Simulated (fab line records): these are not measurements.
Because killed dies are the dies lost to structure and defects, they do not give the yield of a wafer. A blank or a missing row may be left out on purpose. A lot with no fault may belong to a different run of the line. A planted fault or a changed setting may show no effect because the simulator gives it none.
fab line records + flow gf180mcu
record:
- lots: 14
- wafers: 40
- lastDay: 34
route steps=602 shown MVPSD@87 NWELL@137 DUAL_GATE@152 HV_LDD@187
lots that met no fault: from a run of the same line without faults
startH: start of the lot's first displayed wafer, in hours after the record's first day + waitH: hours since the lot's step before + " identical to the entry in the row above + L1.1+2: a single row standing in for several wafers + - either no value or no given start + * or withheld: withheld + < > ~ a bound
route shown NAME@n: NAME is a module with steps in the file, n the number in the route of the first one + usual: the fault-free wafers' mean and standard deviation + same: alike in all rows + chamber/n: place in a boat + sites: readings site by site + _std_site: the standard deviation of these + _edge_site: the outer-site mean with the inner-site mean subtracted + radiusMm: how far each site lies from the wafer's centre + mask NAME#n: copy n + behind: the last tool/chamber to shape the wafer + hold: reason for holding the lot/hours on hold/outcome of the hold + device: whichever transistor did not switch (one of n, p or np) + end of line: at the end of the route, the tests of the same wafers + a step given without rows: its recipe and nothing more + killed: not the wafer's yield, but the dies lost to structure and defects at the first sort + map: a wafer's dies, marking killed ones x, the rest . and places with no die _
set.NAME: the setting as run; set.NAME@STEP: as run at that earlier step + model.NAME: the simulator's own value behind a step, which no gauge read
steps of the route over a sample of lots; a table a step, a row a wafer
services: when a tool's chamber went out of use (startH, in hours from the record's first day, below 0 if earlier), for how many hours, and the reason
== steps ==
step: GF_MVPSD_IMPLANT_09
recipe:
- species: B
- energyKev: 40
- doseCm2: 5e+12
- tiltDeg: 0
usual:
- beamOnS: 10.01/0.19
- doseIonsCm2: 5.001e+12/5.4e+09
- endStationPressureTorr: 5.02e-06/2.7e-07
- faradayCurrentUA: 28.2/0.51
| lot.wafer | tool         | chamber | startH | waitH | beamOnS | doseIonsCm2 | endStationPressureTorr | faradayCurrentUA |
|-----------|--------------|---------|--------|-------|---------|-------------|------------------------|------------------|
| L165.2    | implanter-04 | 0       | 97.03  | 0.1   | 9.86    | 5.007e+12   | 5.16e-06               | 28.5             |
| L165.3    | "            | 0       | "      | "     | 9.93    | 5.001e+12   | 5.43e-06               | 28.5             |
| L165.5    | "            | 0       | "      | "     | 9.88    | 5e+12       | 4.82e-06               | 28.5             |
| L166.1    | implanter-02 | 0       | 103.66 | 0.1   | 10.18   | 4.998e+12   | 4.58e-06               | 27.6             |
| L166.2    | "            | 0       | "      | "     | 9.84    | 5e+12       | 4.78e-06               | 28.8             |
| L166.3    | "            | 0       | "      | "     | 10.02   | 5.002e+12   | 5.09e-06               | 28.0             |
| L167.1    | implanter-02 | 0       | 110.41 | 0.1   | 9.92    | 5.003e+12   | 5.17e-06               | 28.5             |
| L167.3    | "            | 0       | "      | "     | 9.57    | 4.999e+12   | 4.94e-06               | 29.4             |
| L167.4    | "            | 0       | "      | "     | 10.11   | 4.994e+12   | 5.34e-06               | 27.9             |
| L168.3    | implanter-02 | 0       | 113.46 | 0.1   | 9.94    | 5.007e+12   | 4.92e-06               | 28.3             |
| L168.5    | "            | 0       | "      | "     | 9.78    | 5.009e+12   | 4.72e-06               | 28.9             |
| L168.6    | "            | 0       | "      | "     | 10.22   | 5.002e+12   | 5.51e-06               | 27.5             |
| L170.2    | implanter-02 | 0       | 125.60 | 0.1   | 9.99    | 5.008e+12   | 4.85e-06               | 28.2             |
| L170.3    | "            | 0       | "      | "     | 10.24   | 5.002e+12   | 5.45e-06               | 27.5             |
| L170.5    | "            | 0       | "      | "     | 9.89    | 5.008e+12   | 5.61e-06               | 28.6             |
| L171.4    | implanter-01 | 0       | 130.84 | 0.1   | 10.12   | 4.991e+12   | 5.28e-06               | 28.0             |
| L171.5    | "            | 0       | "      | "     | 9.82    | 4.993e+12   | 5.33e-06               | 28.6             |
| L171.6    | "            | 0       | "      | "     | 10.09   | 4.996e+12   | 5.15e-06               | 28.0             |
| L172.1    | implanter-01 | 0       | 136.67 | 0.1   | 10.05   | 4.996e+12   | 4.67e-06               | 27.9             |
| L172.2    | "            | 0       | "      | "     | 10.35   | 4.996e+12   | 5.11e-06               | 27.2             |
| L172.4    | "            | 0       | "      | "     | 9.80    | 4.989e+12   | 5.06e-06               | 28.7             |
| L173.1    | implanter-02 | 0       | 140.77 | 0.1   | 10.27   | 4.997e+12   | 5.11e-06               | 27.6             |
| L173.4    | "            | 0       | "      | "     | 10.26   | 5.002e+12   | 4.91e-06               | 27.5             |
| L173.5    | "            | 0       | "      | "     | 10.29   | 5.014e+12   | 5.07e-06               | 27.2             |
| L179.2    | implanter-02 | 0       | 181.23 | 0.1   | 7.87    | 4.999e+12   | 5.03e-06               | 35.8             |
| L179.5    | "            | 0       | "      | "     | 9.83    | 5e+12       | 5.34e-06               | 28.8             |
| L181.2    | implanter-02 | 0       | 200.08 | 0.1   | 7.39    | 4.997e+12   | 4.51e-06               | 37.9             |
| L181.5    | "            | 0       | "      | "     | 9.97    | 5.002e+12   | 5.55e-06               | 28.3             |
| L184.2    | implanter-04 | 0       | 226.58 | 0.1   | 10.12   | 5.003e+12   | 5.24e-06               | 27.8             |
| L184.4    | "            | 0       | "      | "     | 10.23   | 5.004e+12   | 5e-06                  | 27.6             |
| L184.5    | "            | 0       | "      | "     | 9.83    | 5.005e+12   | 4.81e-06               | 28.4             |
| L185.2    | implanter-01 | 0       | 227.24 | 0.1   | 9.90    | 5.009e+12   | 5e-06                  | 28.5             |
| L185.3    | "            | 0       | "      | "     | 9.80    | 5.004e+12   | 5.22e-06               | 28.7             |
| L185.4    | "            | 0       | "      | "     | 9.84    | 5.011e+12   | 4.92e-06               | 28.5             |
| L188.1    | implanter-04 | 0       | 237.17 | 0.1   | 9.61    | 4.993e+12   | 4.71e-06               | 29.3             |
| L188.4    | "            | 0       | "      | "     | 10.07   | 5e+12       | 4.86e-06               | 28.0             |
| L188.6    | "            | 0       | "      | "     | 10.01   | 5.006e+12   | 4.89e-06               | 28.2             |
| L186.2    | implanter-01 | 0       | 238.23 | 0.1   | 10.00   | 5.007e+12   | 4.7e-06                | 28.3             |
| L186.3    | "            | 0       | "      | "     | 10.20   | 5.005e+12   | 4.95e-06               | 27.6             |
| L186.5    | "            | 0       | "      | "     | 9.93    | 5.004e+12   | 5.02e-06               | 28.3             |
step: GF_VT_IMPLANT_RS_MEAS_47
recipe:
- thkMeasGauge: four-point-probe
usual:
- NWELL_RS: 487.6/1.1
| lot.wafer | tool         | chamber | startH | waitH | NWELL_RS[ohm/sq] |
|-----------|--------------|---------|--------|-------|------------------|
| L165.2    | filmMetro-02 | -       | 153.67 | 0.1   | 487.5            |
| L165.3    | "            | -       | "      | "     | 486.4            |
| L165.5    | "            | -       | "      | "     | 487.2            |
| L166.1    | filmMetro-03 | -       | 159.90 | 0.1   | 486.5            |
| L166.2    | "            | -       | "      | "     | 487.6            |
| L166.3    | "            | -       | "      | "     | 487.5            |
| L167.1    | filmMetro-04 | -       | 170.54 | 0.1   | 487.0            |
| L167.3    | "            | -       | "      | "     | 489.3            |
| L167.4    | "            | -       | "      | "     | 488.0            |
| L168.3    | filmMetro-02 | -       | 173.39 | 0.1   | 488.0            |
| L168.5    | "            | -       | "      | "     | 486.7            |
| L168.6    | "            | -       | "      | "     | 489.2            |
| L170.2    | filmMetro-03 | -       | 187.36 | 0.1   | 487.8            |
| L170.3    | "            | -       | "      | "     | 488.1            |
| L170.5    | "            | -       | "      | "     | 488.7            |
| L171.4    | filmMetro-04 | -       | 192.23 | 0.1   | 485.9            |
| L171.5    | "            | -       | "      | "     | 486.1            |
| L171.6    | "            | -       | "      | "     | 485.6            |
| L172.1    | filmMetro-03 | -       | 199.90 | 0.1   | 486.8            |
| L172.2    | "            | -       | "      | "     | 487.0            |
| L172.4    | "            | -       | "      | "     | 487.0            |
| L173.1    | filmMetro-03 | -       | 203.99 | 0.1   | 488.0            |
| L173.4    | "            | -       | "      | "     | 488.1            |
| L173.5    | "            | -       | "      | "     | 486.2            |
| L179.2    | filmMetro-03 | -       | 253.20 | 0.1   | 487.1            |
| L179.5    | "            | -       | "      | "     | 486.7            |
| L181.2    | filmMetro-02 | -       | 275.31 | 0.1   | 486.9            |
| L181.5    | "            | -       | "      | "     | 487.8            |
| L184.2    | filmMetro-04 | -       | 305.32 | 0.1   | 487.4            |
| L184.4    | "            | -       | "      | "     | 487.1            |
| L184.5    | "            | -       | "      | "     | 488.5            |
| L185.2    | filmMetro-04 | -       | 306.17 | 0.1   | 488.5            |
| L185.3    | "            | -       | "      | "     | 490.1            |
| L185.4    | "            | -       | "      | "     | 490.6            |
| L188.1    | filmMetro-03 | -       | 316.40 | 0.1   | 485.1            |
| L188.4    | "            | -       | "      | "     | 486.5            |
| L188.6    | "            | -       | "      | "     | 485.7            |
| L186.2    | filmMetro-02 | -       | 316.85 | 0.1   | 487.9            |
| L186.3    | "            | -       | "      | "     | 487.0            |
| L186.5    | "            | -       | "      | "     | 487.5            |
step: GF_VT_IMPLANT_RS_MEAS_49
recipe:
- thkMeasGauge: four-point-probe
usual:
- MVPSD_RS: 1167.4/2.7
| lot.wafer | tool         | chamber | startH | waitH | MVPSD_RS[ohm/sq] |
|-----------|--------------|---------|--------|-------|------------------|
| L165.2    | filmMetro-02 | -       | 153.91 | 0.1   | 1164.0           |
| L165.3    | "            | -       | "      | "     | 1169.7           |
| L165.5    | "            | -       | "      | "     | 1164.9           |
| L166.1    | filmMetro-03 | -       | 160.14 | 0.1   | 1167.8           |
| L166.2    | "            | -       | "      | "     | 1167.0           |
| L166.3    | "            | -       | "      | "     | 1165.1           |
| L167.1    | filmMetro-04 | -       | 170.78 | 0.1   | 1167.6           |
| L167.3    | "            | -       | "      | "     | 1165.3           |
| L167.4    | "            | -       | "      | "     | 1163.6           |
| L168.3    | filmMetro-02 | -       | 173.63 | 0.1   | 1161.5           |
| L168.5    | "            | -       | "      | "     | 1161.8           |
| L168.6    | "            | -       | "      | "     | 1165.0           |
| L170.2    | filmMetro-03 | -       | 187.60 | 0.1   | 1165.4           |
| L170.3    | "            | -       | "      | "     | 1166.4           |
| L170.5    | "            | -       | "      | "     | 1167.4           |
| L171.4    | filmMetro-04 | -       | 192.47 | 0.1   | 1165.4           |
| L171.5    | "            | -       | "      | "     | 1167.1           |
| L171.6    | "            | -       | "      | "     | 1167.8           |
| L172.1    | filmMetro-03 | -       | 200.14 | 0.1   | 1165.8           |
| L172.2    | "            | -       | "      | "     | 1168.4           |
| L172.4    | "            | -       | "      | "     | 1165.9           |
| L173.1    | filmMetro-03 | -       | 204.23 | 0.1   | 1170.1           |
| L173.4    | "            | -       | "      | "     | 1162.7           |
| L173.5    | "            | -       | "      | "     | 1165.7           |
| L179.2    | filmMetro-03 | -       | 253.44 | 0.1   | 1219.1           |
| L179.5    | "            | -       | "      | "     | 1165.4           |
| L181.2    | filmMetro-02 | -       | 275.55 | 0.1   | 1226.0           |
| L181.5    | "            | -       | "      | "     | 1173.5           |
| L184.2    | filmMetro-04 | -       | 305.56 | 0.1   | 1168.1           |
| L184.4    | "            | -       | "      | "     | 1164.8           |
| L184.5    | "            | -       | "      | "     | 1166.1           |
| L185.2    | filmMetro-04 | -       | 306.41 | 0.1   | 1167.9           |
| L185.3    | "            | -       | "      | "     | 1169.1           |
| L185.4    | "            | -       | "      | "     | 1168.9           |
| L188.1    | filmMetro-03 | -       | 316.64 | 0.1   | 1165.1           |
| L188.4    | "            | -       | "      | "     | 1168.7           |
| L188.6    | "            | -       | "      | "     | 1170.3           |
| L186.2    | filmMetro-02 | -       | 317.09 | 0.1   | 1164.7           |
| L186.3    | "            | -       | "      | "     | 1165.3           |
| L186.5    | "            | -       | "      | "     | 1165.5           |
step: GF_DUAL_GATE_OVL_MEAS_11
usual:
- DUAL_GATE_OVL: 0.3/1.5
| lot.wafer | tool       | chamber | startH | waitH | DUAL_GATE_OVL[nm] |
|-----------|------------|---------|--------|-------|-------------------|
| L165.2    | overlay-01 | -       | 172.08 | 0.1   | -1.0              |
| L165.3    | "          | -       | "      | "     | -2.8              |
| L165.5    | "          | -       | "      | "     | -1.9              |
| L166.1    | overlay-02 | -       | 177.87 | 0.1   | 2.1               |
| L166.2    | "          | -       | "      | "     | 1.6               |
| L166.3    | "          | -       | "      | "     | 3.0               |
| L167.1    | overlay-02 | -       | 190.82 | 0.1   | 0.3               |
| L167.3    | "          | -       | "      | "     | 1.9               |
| L167.4    | "          | -       | "      | "     | -0.4              |
| L168.3    | overlay-01 | -       | 195.78 | 0.1   | 0.7               |
| L168.5    | "          | -       | "      | "     | 1.3               |
| L168.6    | "          | -       | "      | "     | -0.2              |
| L170.2    | overlay-02 | -       | 207.79 | 0.1   | 0.1               |
| L170.3    | "          | -       | "      | "     | -1.0              |
| L170.5    | "          | -       | "      | "     | -1.2              |
| L171.4    | overlay-02 | -       | 210.60 | 0.1   | 2.0               |
| L171.5    | "          | -       | "      | "     | 1.8               |
| L171.6    | "          | -       | "      | "     | 0.4               |
| L172.1    | overlay-01 | -       | 218.82 | 0.1   | 0.3               |
| L172.2    | "          | -       | "      | "     | 0.2               |
| L172.4    | "          | -       | "      | "     | -1.7              |
| L173.1    | overlay-01 | -       | 224.37 | 0.1   | 0.7               |
| L173.4    | "          | -       | "      | "     | 0.5               |
| L173.5    | "          | -       | "      | "     | 0.1               |
| L179.2    | overlay-01 | -       | 274.23 | 0.1   | -2.7              |
| L179.5    | "          | -       | "      | "     | -0.5              |
| L181.2    | overlay-02 | -       | 299.49 | 0.1   | -1.2              |
| L181.5    | "          | -       | "      | "     | -0.2              |
| L184.2    | overlay-02 | -       | 327.27 | 0.1   | -0.3              |
| L184.4    | "          | -       | "      | "     | -1.6              |
| L184.5    | "          | -       | "      | "     | -0.4              |
| L185.2    | overlay-02 | -       | 331.04 | 0.1   | 0.7               |
| L185.3    | "          | -       | "      | "     | -1.1              |
| L185.4    | "          | -       | "      | "     | -0.8              |
| L188.1    | overlay-02 | -       | 342.32 | 0.1   | 2.1               |
| L188.4    | "          | -       | "      | "     | 1.8               |
| L188.6    | "          | -       | "      | "     | 1.7               |
| L186.2    | overlay-01 | -       | 342.62 | 0.1   | -1.7              |
| L186.3    | "          | -       | "      | "     | 0.8               |
| L186.5    | "          | -       | "      | "     | -0.7              |
step: GF_HV_LDD_TW_MEAS_11
usual:
- HV_LDD_TW: 2400/28
| lot.wafer | tool         | chamber | startH | waitH | HV_LDD_TW |
|-----------|--------------|---------|--------|-------|-----------|
| L165.2    | filmMetro-03 | -       | 214.04 | 0.1   | 2443      |
| L165.3    | "            | -       | "      | "     | 2415      |
| L165.5    | "            | -       | "      | "     | 2436      |
| L166.1    | filmMetro-04 | -       | 220.69 | 0.1   | 2372      |
| L166.2    | "            | -       | "      | "     | 2378      |
| L166.3    | "            | -       | "      | "     | 2379      |
| L167.1    | filmMetro-02 | -       | 230.63 | 0.1   | 2417      |
| L167.3    | "            | -       | "      | "     | 2408      |
| L167.4    | "            | -       | "      | "     | 2414      |
| L168.3    | filmMetro-04 | -       | 237.41 | 0.1   | 2383      |
| L168.5    | "            | -       | "      | "     | 2373      |
| L168.6    | "            | -       | "      | "     | 2367      |
| L170.2    | filmMetro-02 | -       | 248.85 | 0.1   | 2414      |
| L170.3    | "            | -       | "      | "     | 2415      |
| L170.5    | "            | -       | "      | "     | 2417      |
| L171.4    | filmMetro-04 | -       | 253.07 | 0.1   | 2371      |
| L171.5    | "            | -       | "      | "     | 2363      |
| L171.6    | "            | -       | "      | "     | 2371      |
| L172.1    | filmMetro-04 | -       | 260.59 | 0.1   | 2362      |
| L172.2    | "            | -       | "      | "     | 2358      |
| L172.4    | "            | -       | "      | "     | 2369      |
| L173.1    | filmMetro-03 | -       | 267.34 | 0.1   | 2437      |
| L173.4    | "            | -       | "      | "     | 2423      |
| L173.5    | "            | -       | "      | "     | 2437      |
| L179.2    | filmMetro-04 | -       | 320.85 | 0.1   | 2366      |
| L179.5    | "            | -       | "      | "     | 2373      |
| L181.2    | filmMetro-02 | -       | 346.87 | 0.1   | 2400      |
| L181.5    | "            | -       | "      | "     | 2410      |
| L184.2    | filmMetro-04 | -       | 380.13 | 0.1   | 2369      |
| L184.4    | "            | -       | "      | "     | 2369      |
| L184.5    | "            | -       | "      | "     | 2364      |
| L185.2    | filmMetro-03 | -       | 387.84 | 0.1   | 2442      |
| L185.3    | "            | -       | "      | "     | 2431      |
| L185.4    | "            | -       | "      | "     | 2441      |
| L188.1    | filmMetro-04 | -       | 397.28 | 0.1   | 2401      |
| L188.4    | "            | -       | "      | "     | 2404      |
| L188.6    | "            | -       | "      | "     | 2389      |
| L186.2    | filmMetro-02 | -       | 397.55 | 0.1   | 2415      |
| L186.3    | "            | -       | "      | "     | 2411      |
| L186.5    | "            | -       | "      | "     | 2419      |
== services ==
| tool         | chamber | startH | hours | kind   |
|--------------|---------|--------|-------|--------|
| implanter-04 | -       | 109.46 | 8.2   | pm     |
| implanter-01 | -       | 163.43 | 6.1   | pm     |
| implanter-04 | -       | 173.44 | 2.4   | repair |
| implanter-02 | -       | 204.78 | 1.2   | repair |
| implanter-02 | -       | 216.70 | 2.2   | pm     |
| implanter-02 | -       | 236.71 | 0.6   | repair |
== key ==
firstSign:
- step: GF_MVPSD_IMPLANT_09
- reading: faradayCurrentUA
- direction: up
- sigmas: 17
- usual: 28.2
- struck: 36.9
effect:
- step: GF_MVPSD_IMPLANT_09
- reading: beamOnS
- direction: down
- sigmas: 13
- usual: 10.01
- struck: 7.63
effect:
- step: GF_VT_IMPLANT_RS_MEAS_49
- reading: MVPSD_RS
- direction: up
- sigmas: 21
- usual: 1167.4
- struck: 1222.6
metAt GF_MVPSD_IMPLANT_09
struckLots L179,L181
struckWafers L179.2,L181.2
testerLeftOut L179,L181
notActingAt GF_VT_IMPLANT_RS_MEAS_47,GF_DUAL_GATE_OVL_MEAS_11,GF_HV_LDD_TW_MEAS_11
onsetBetween 140.77 181.23
fault:
- kind: processParameterDrift
- tool: implanter-02
- chamber: -
- onsetH: 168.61
- steps: GF_MVPSD_IMPLANT_09
- channel: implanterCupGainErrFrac
- offset: 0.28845
- shape: step
- endH: 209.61
- scope: struckWafersOnly
testerLeftOut: of these lots the tester's yield and bins aren't shown, on N5 and GAA mostly nor the transistor test; their killed dies are dies lost to structure and defects alone, not to doping, threshold or leakage, so they don't give the yield
